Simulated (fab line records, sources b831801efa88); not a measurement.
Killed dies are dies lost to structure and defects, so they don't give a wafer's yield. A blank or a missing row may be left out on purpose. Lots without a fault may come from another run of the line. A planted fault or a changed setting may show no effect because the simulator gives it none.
A struck lot beside a sound one | flow sky130 | 17 steps out of a route of 708
Sound: wafers L329.2, L329.5, L329.6. Struck: wafers L338.3, L338.4, L338.5. The cause comes at the end.
At each step with rows: each side's tool, then ch and its chambers, then its first start. Under that, the readings that differ: sound wafers | struck wafers | difference of the means | sigmas: that difference in standard deviations of wafers without a fault.
alike: readings whose means differ by less than 2 such deviations, and words and numbers that are the same on both sides. not compared: withheld readings, readings that some wafer has no value for, bounds like >300 that may hide the same value, and numbers for which the record gives no deviation and whose values overlap.
The two part at a step that has a row with sigmas, a row that says differs or no value, or rows on one side only. Numbers that don't overlap but have no deviation are shown without sigmas and don't part them. A reading that every wafer of one side lacks parts them only if that side has two wafers or more.

first, 1 step without rows for these wafers: SKY_LDD_N_IMPLANT_15.
SKY_LDD_N_STRIP_16: strips in O2/N2.
  sound on plasma_asher-03 ch 0,1, day 18 09:01; struck on plasma_asher-03 ch 0,1, day 21 13:50
  alike: drypump_motor_current_A, oes_product_au, strip_time_to_endpoint_s
  not compared: rf_hours_counter_h
SKY_LDD_N_TW_MEAS_17:
  sound on film_metro-03, day 18 09:08; struck on film_metro-03, day 21 13:55
  alike: LDD_N_TW
then, 7 steps without rows for these wafers: SKY_LDD_P_DEHYDRATE_00 (time 60 s); SKY_LDD_P_HMDS_01 (prime time 60 s); SKY_LDD_P_COAT_02 (resist thk 1140 nm); SKY_LDD_P_SOFTBAKE_03 (time 60 s); SKY_LDD_P_EXPOSE_04 (exposes mask PSDM, target cd 380 nm); SKY_LDD_P_PEB_05; SKY_LDD_P_DEVELOP_06 (develop time 60 s).
SKY_LDD_P_CD_MEAS_07: target cd 380 nm.
  sound on cd_sem-01, day 19 15:00; struck on cd_sem-01, day 22 20:22
  alike: cd_nm
SKY_LDD_P_OVL_MEAS_08:
  sound on overlay-01, day 19 15:07; struck on overlay-02, day 22 20:28
  alike: LDD_P_OVL
SKY_LDD_P_IMPLANT_09:
  sound on implanter-04 ch 0, day 19 15:10; struck on implanter-01 ch 0, day 22 20:32
  reading            | sound                            | struck                         | difference  | sigmas
  dose_ions_cm2      | 1.0025e+13 1.0014e+13 1.0021e+13 | 1.4818e+13 1.4806e+13 1.48e+13 | +4.7880e+12 | +99 or more
  faraday_current_uA | 57.3 54.2 56.1                   | 84.1 83.7 82.4                 | +27.5       | +25
SKY_LDD_P_STRIP_10: strips in O2/N2.
  sound on plasma_asher-04 ch 0,1, day 19 15:17; struck on plasma_asher-04 ch 0,1, day 22 20:40
  alike: drypump_motor_current_A, oes_product_au, strip_time_to_endpoint_s
  not compared: rf_hours_counter_h
SKY_LDD_P_TW_MEAS_11:
  sound on film_metro-02, day 19 15:24; struck on film_metro-04, day 22 20:46
  reading  | sound       | struck      | difference | sigmas
  LDD_P_TW | 637 639 635 | 719 716 719 | +81        | +25
then, 1 step without rows for these wafers: SKY_LDD_HVN_DEHYDRATE_00 (time 60 s).
-- the record jumps here: 26 days lie between the struck wafers' starts before and after (it left off in module LDD_HVN and takes up again in module PAD_OPEN, whose first step shown is number 708 of the route) --
SKY_PAD_OPEN_PROBE_99:
  sound on prober-01, day 46 05:23; struck on prober-01, day 48 10:32
  reading                                    | sound                | struck               | difference | sigmas
  model.etest.tip_p.rs_ohm_sq                | 6890 6868 6899       | 5014 5006 5012       | -1875      |
  model.etest.pfet_01v8.r_on_ohm_um          | 2885 2851 2943       | 2757 2771 2760       | -130       |
  model.etest.pfet_01v8.drive_ua_um          | 192.7 196.4 190.1    | 205.9 204.1 205.1    | +12.0      |
  model.etest.sram_pfet_latch.drive_ua_um    | 142.5 139.5 134.4    | 153.3 145.8 151.8    | +11.5      |
  model.etest.pfet_01v8_hvt.drive_ua_um      | 142.7 145.2 140.8    | 153.7 152 152.4      | +9.8       |
  model.etest.pfet_01v8.off_log10_a_um       | -9.837 -9.742 -9.907 | -9.047 -8.874 -8.764 | +0.934     |
  model.etest.sram_pfet_latch.off_log10_a_um | -12.78 -12.98 -13.13 | -12.22 -12.35 -12.19 | +0.71      |
  model.etest.pfet_01v8_hvt.off_log10_a_um   | -13.22 -13.22 -13.25 | -12.8 -12.49 -12.61  | +0.6       |
  alike: killed_at_M0_to_M3, killed_at_M4_up, killed_at_contacts, killed_at_front_end, killed_at_other, killed_dies, killed_open, killed_short

WHERE THEY PART
First at SKY_LDD_P_IMPLANT_09; last, within this record, at SKY_LDD_P_TW_MEAS_11. Later steps at which nothing parts them and some readings are alike: SKY_PAD_OPEN_PROBE_99.

WHY: what the simulator had put in
Process parameter drift: implanter-01, from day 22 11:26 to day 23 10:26, at SKY_LDD_P_IMPLANT_09. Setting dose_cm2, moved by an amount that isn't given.
